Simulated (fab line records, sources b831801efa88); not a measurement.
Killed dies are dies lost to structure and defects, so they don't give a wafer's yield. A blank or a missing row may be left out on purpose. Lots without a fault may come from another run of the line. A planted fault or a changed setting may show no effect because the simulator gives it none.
Split-lot experiment | flow sfq_line | 5 lots, 23 wafers read, on a route of 325 steps

THE SPLIT
At SFQ_TRILAYER_M8_DEP_EVAP_197 (material Ti, target thk 20 nm, time 100 s), the setting time_s was moved away from the recipe's 100 s on 6 of the 23 wafers read, by +10.8% to +14.9%. The other wafers ran this setting at the recipe's value.

The reading is taken at the split's own step.

THE READING
Ti_of_TRILAYER_M8_DEP_EVAP_197.thk_nm (the simulator's own value, which no gauge read), in nm, at SFQ_TRILAYER_M8_DEP_EVAP_197 (material Ti, target thk 20 nm, time 100 s). The file gives no usual value for it. The 17 wafers here that ran the recipe average 19.92 nm, standard deviation 0.16 nm.

wafer  | tool, chamber at the split | time_s as run, s | against the recipe | Ti_of_TRILAYER_M8_DEP_EVAP_197.thk_nm, nm | against lot-mates on the recipe
L079.1 | pvd_sputter-01, -          | 100              | recipe             | 19.96                                     | -
L079.2 | pvd_sputter-01, -          | 100              | recipe             | 20.12                                     | -
L079.5 | pvd_sputter-01, -          | 100              | recipe             | 20.07                                     | -
L080.1 | pvd_sputter-02, -          | 100              | recipe             | 19.81                                     | -
L080.2 | pvd_sputter-02, -          | 100              | recipe             | 19.86                                     | -
L080.3 | pvd_sputter-02, -          | 114.9            | +14.9%             | 22.74                                     | +2.89
L080.5 | pvd_sputter-02, -          | 114.9            | +14.9%             | 22.89                                     | +3.04
L080.6 | pvd_sputter-02, -          | 100              | recipe             | 19.89                                     | -
L081.1 | pvd_sputter-01, -          | 100              | recipe             | 20.13                                     | -
L081.2 | pvd_sputter-01, -          | 110.8            | +10.8%             | 22.28                                     | +2.14
L081.3 | pvd_sputter-01, -          | 110.8            | +10.8%             | 22.37                                     | +2.23
L081.4 | pvd_sputter-01, -          | 100              | recipe             | 20.05                                     | -
L081.5 | pvd_sputter-01, -          | 100              | recipe             | 20.24                                     | -
L083.2 | pvd_sputter-02, -          | 100              | recipe             | 19.7                                      | -
L083.3 | pvd_sputter-02, -          | 100              | recipe             | 19.65                                     | -
L083.4 | pvd_sputter-02, -          | 114.1            | +14.1%             | 22.66                                     | +2.97
L083.5 | pvd_sputter-02, -          | 114.1            | +14.1%             | 22.53                                     | +2.84
L083.6 | pvd_sputter-02, -          | 100              | recipe             | 19.72                                     | -
L084.1 | pvd_sputter-02, -          | 100              | recipe             | 19.85                                     | -
L084.3 | pvd_sputter-02, -          | 100              | recipe             | 19.85                                     | -
L084.2 | pvd_sputter-02, -          | 100              | recipe             | 19.83                                     | -
L084.4 | pvd_sputter-02, -          | 100              | recipe             | 20.08                                     | -
L084.6 | pvd_sputter-02, -          | 100              | recipe             | 19.87                                     | -

THE FIT
A straight line over all 23 wafers: Ti_of_TRILAYER_M8_DEP_EVAP_197.thk_nm changes by +0.198 nm for each +1% of time_s; r = +0.99; the points scatter about the line by 0.18 nm.
The same after taking each lot's own level away (the mean of its wafers on the recipe; 23 wafers): +0.202 nm for each +1%; r = +1.00; scatter 0.074 nm.
On that fit, the largest move of time_s shifts the reading by 3 nm.
The lots' own levels span 19.690 to 20.140 nm, that is 2.8 times the standard deviation above.
So the lot-to-lot level changes the slope little: the two slopes agree.
Check: with one of the wafers moved furthest among these (+14.9%) left out of the fit, the line predicts +3.05 nm for it against its lot-mates. It came out at +2.89 nm against them.

OTHER SPLITS ON THESE WAFERS
These wafers also went through other splits before the reading. Each is held against what the fit with the lots' levels taken away leaves over:
other split on the same wafers                    | wafers away from the commonest value | r with Ti_of_TRILAYER_M8_DEP_EVAP_197.thk_nm (lot level and that fit taken away)
SFQ_TRILAYER_M6_ETCH_METAL_ETCH_162 icp_w         | 7                                    | -0.05
SFQ_TRILAYER_I6_VIA_LITHO_COAT_169 resist_thk_nm  | 10                                   | -0.19
SFQ_TRILAYER_I6_VIA_BARC_OPEN_VIA_ETCH_235 time_s | 8                                    | -0.01
SFQ_TRILAYER_M7_BARC_OPEN_METAL_ETCH_229 icp_w    | 8                                    | +0.30

THE FILE'S OWN FIT
Ti_of_TRILAYER_M8_DEP_EVAP_197.thk_nm changes by +0.202 nm for each +1% of time_s, r = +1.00.
